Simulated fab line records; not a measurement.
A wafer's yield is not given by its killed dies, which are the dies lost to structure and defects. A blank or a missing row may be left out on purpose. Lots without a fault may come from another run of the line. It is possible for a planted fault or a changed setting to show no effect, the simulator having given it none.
One fault seen from 2 desks ; flow gf180mcu ; every desk sees just its own numbers, and what lay behind them comes last

DESK OF THE TOOL OWNER: litho-track-02
The tool's own readings at GF_DNWELL_COAT_02 (resist thk 3000 nm): means of the sampled wafers that have a number, for each lot that ran on this tool. Any lot whose mean is over 4 standard deviations away from the usual mean is out of limits and marked OUT; that distance is given in the brackets.
Columns: A = chill-plate-temp-C at GF_DNWELL_COAT_02, usual 22.99 C; B = dispense-pressure-kPa at GF_DNWELL_COAT_02, usual 50.4 kPa; C = spin-speed-rpm at GF_DNWELL_COAT_02, usual 1999.7 rpm
lot;first seen here;A;B;C
L684;day 3 01:45;22.87;50.9;1999.4
L698;day 6 00:22;22.96;50.9;2031.2 (+26) OUT
L699;day 6 10:51;22.99;50.9;2032.1 (+27) OUT
Finding of this desk: L698, L699 out of limits; the first was L698 at day 6 00:22, on spin-speed-rpm at GF_DNWELL_COAT_02. Within limits: L684.

FROM THE METROLOGY DESK
Lot by lot, what the gauges showed, no matter which tool ran the lot: averages of those sampled wafers that carry a number. Any lot whose mean is over 4 standard deviations away from the usual mean is out of limits and marked OUT; that distance is given in the brackets.
Columns: A = STI_OXIDATION_01_THK at GF_STI_THK_MEAS_22, usual 15.16 nm; B = STI_CVD_23_THK at GF_STI_THK_MEAS_24, usual 648 nm; C = STI_OXIDATION_02_THK at GF_STI_THK_MEAS_30, usual 10.01 nm
lot;first seen here;A;B;C
L684;day 2 15:23;15.11;646;10.13
L685;day 2 20:03;15.26;649;10.04
L698;day 5 14:32;15.52;657;10.00
L699;day 5 21:27;15.12;647;10.07
L703;day 6 17:19;15.49;655;10.16
L705;day 7 03:32;15.19;659;9.82
This desk's verdict: no lot among the 6 shows anything out of limits.

ALL TOGETHER
On L698, L699, at day 6 00:22, an alarm was possible from the tool owner's desk.
At the metrology desk, nothing out of limits was observed.
The metrology desk holds a record of L698, L699, inside its limits.
The lots listed all ran GF_DNWELL_COAT_02 on litho-track-02.

WHAT THE SIMULATOR HAD PUT IN
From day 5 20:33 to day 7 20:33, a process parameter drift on litho-track-02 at GF_DNWELL_COAT_02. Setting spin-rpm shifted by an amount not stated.
Lots struck among those shown: L698, L699.
Hours from the fault's start to each desk's first reading out of limits: the tool owner's desk, 4.
